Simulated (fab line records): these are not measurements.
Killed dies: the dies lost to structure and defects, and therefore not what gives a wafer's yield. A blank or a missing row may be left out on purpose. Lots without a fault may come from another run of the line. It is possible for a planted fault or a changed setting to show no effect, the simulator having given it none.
Comparing a struck lot with a sound one    flow sky130    17 steps out of a route of 708
Sound: these wafers, L783.1, L783.2, L783.5. Struck: wafer L788.6 (left out: L788.5, a lot-mate that was not struck); the cause follows at the end.
At each step with rows: each side's tool, then ch and its chambers, then its first start. Under that, the readings that differ: sound wafers    struck wafers    difference of the means    sigmas: that difference in standard deviations of wafers without a fault.
alike: same words and numbers on both sides, and readings whose means sit less than 2 such deviations apart. not compared: any withheld reading, any reading some wafer has no value for, any bound like >300 that may hide the same value, and any number with overlapping values for which the record gives no deviation.
The two part at a step that has a row with sigmas, a row that says differs or no value, or rows on one side only. Numbers that have no deviation but don't overlap get no sigmas and don't part them. A reading that every wafer of one side lacks parts them only if that side has two wafers or more.

SKY_FIELD_ISO_THK_MEAS_02:
  sound: film_metro-02 at day 1 22:05; struck: film_metro-02 at day 2 22:40
  alike: FIELD_ISO_OXIDATION_00_THK
then, 1 step without rows for these wafers: SKY_FIELD_ISO_CVD_03 (deposits Si3N4 from DCS/NH3, target thk 165 nm, time 2830 s).
SKY_FIELD_ISO_THK_MEAS_04:
  sound: film_metro-04 at day 1 23:56; struck: film_metro-04 at day 3 01:58
  alike: FIELD_ISO_CVD_03_THK
then, 8 steps without rows for these wafers: SKY_FIELD_ISO_DEHYDRATE_05 (time 60 s); SKY_FIELD_ISO_HMDS_06 (prime time 60 s); SKY_FIELD_ISO_COAT_07 (resist thk 60 nm); SKY_FIELD_ISO_COAT_08 (resist thk 450 nm); SKY_FIELD_ISO_SOFTBAKE_09 (time 90 s); SKY_FIELD_ISO_EXPOSE_10 (exposes mask FOM, target cd 150 nm); SKY_FIELD_ISO_PEB_11; SKY_FIELD_ISO_DEVELOP_12 (develop time 60 s).
SKY_FIELD_ISO_CD_MEAS_13 targets a cd of 150 nm.
  sound: cd_sem-01 at day 2 14:19; struck: cd_sem-02 at day 3 17:49
  alike: cd_nm
SKY_FIELD_ISO_ETCH_14: etches BARC in N2/H2, stops on SiO2, time 45.9 s, target depth 60 nm.
  sound on rie_diel-01 ch 0,2, day 2 14:26; struck on rie_diel-01 ch 3, day 3 17:52
reading                                           sound              struck  difference  sigmas
oes_product_au (a.u.)                             0.859 0.849 0.858  0.972   +0.117      +24
run_length_s (s)                                  73.3 74.5 73.3     50.0    -23.7       -43
model.etch.depth_nm (nm)                          60.04 60.02 59.88  37.02   -22.96      
model.KrF-thick_of_FIELD_ISO_COAT_08.thk_nm (nm)  391.9 393.7 392.4  417.1   +24.4       
model.FIELD_ISO.cd_nm (nm)                        150.7 150.3 150.6  156.2   +5.7        
  alike: drypump_motor_current_A, n2_flow_sccm, throttle_valve_pct
  not compared: bias_w, rf_hours_counter_h
SKY_FIELD_ISO_ETCH_15: etches the open film in CHF3/O2, stops on Si, target depth 180 nm, time 72 s.
  sound on rie_diel-01 ch 0,2, day 2 14:29; struck on rie_diel-01 ch 3, day 3 17:55
reading                                           sound              struck  difference  sigmas
oes_product_au (a.u.)                             0.939 0.947 0.935  0.371   -0.569      -89
throttle_valve_pct (%)                            8.826 8.848 8.841  8.670   -0.168      -19
model.KrF-thick_of_FIELD_ISO_COAT_08.thk_nm (nm)  232.6 240.9 233.5  267     +31         
  alike: bias_w, chf3_flow_sccm, drypump_motor_current_A, run_length_s
  not compared: rf_hours_counter_h
SKY_FIELD_ISO_STRIP_16: strips in O2/N2.
  sound on plasma_asher-02 ch 0,1, day 2 14:32; struck on plasma_asher-03 ch 0, day 3 18:01
reading                       sound              struck  difference  sigmas
drypump_motor_current_A (A)   5.5 5.4 5.4        6.5     +1.1        +2
oes_product_au (a.u.)         0.373 0.383 0.377  0.391   +0.013      +3
strip_time_to_endpoint_s (s)  3.50 3.60 3.51     3.88    +0.34       +7
  alike: n2_flow_sccm
  not compared: rf_hours_counter_h
SKY_FIELD_ISO_ETCH_17: etches Si in HBr/Cl2/O2, target depth 342 nm, time 97.7 s.
  sound on rie_si-02 ch 0,1,3, day 2 14:38; struck on rie_si-01 ch 3, day 3 18:05
reading                      sound            struck  difference  sigmas
drypump_motor_current_A (A)  5.1 5.2 5.5      6.3     +1.0        +3
model.FIELD_ISO.cd_nm (nm)   149.1 150 148.3  157     +8          
  alike: bias_w, oes_product_au, run_length_s, throttle_valve_pct
  not compared: rf_hours_counter_h
then, 1 step without rows for these wafers: SKY_FIELD_ISO_WET_ETCH_18 (etches Si3N4 in H3PO4, target depth 25 nm, time 286 s).

== WHERE THEY PART ==
Earliest at SKY_FIELD_ISO_ETCH_14; latest, in this record, at SKY_FIELD_ISO_ETCH_17.

WHY: what had been put in by the simulator
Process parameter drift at SKY_FIELD_ISO_ETCH_14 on rie_diel-01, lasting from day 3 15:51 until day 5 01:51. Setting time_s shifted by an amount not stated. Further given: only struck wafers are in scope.
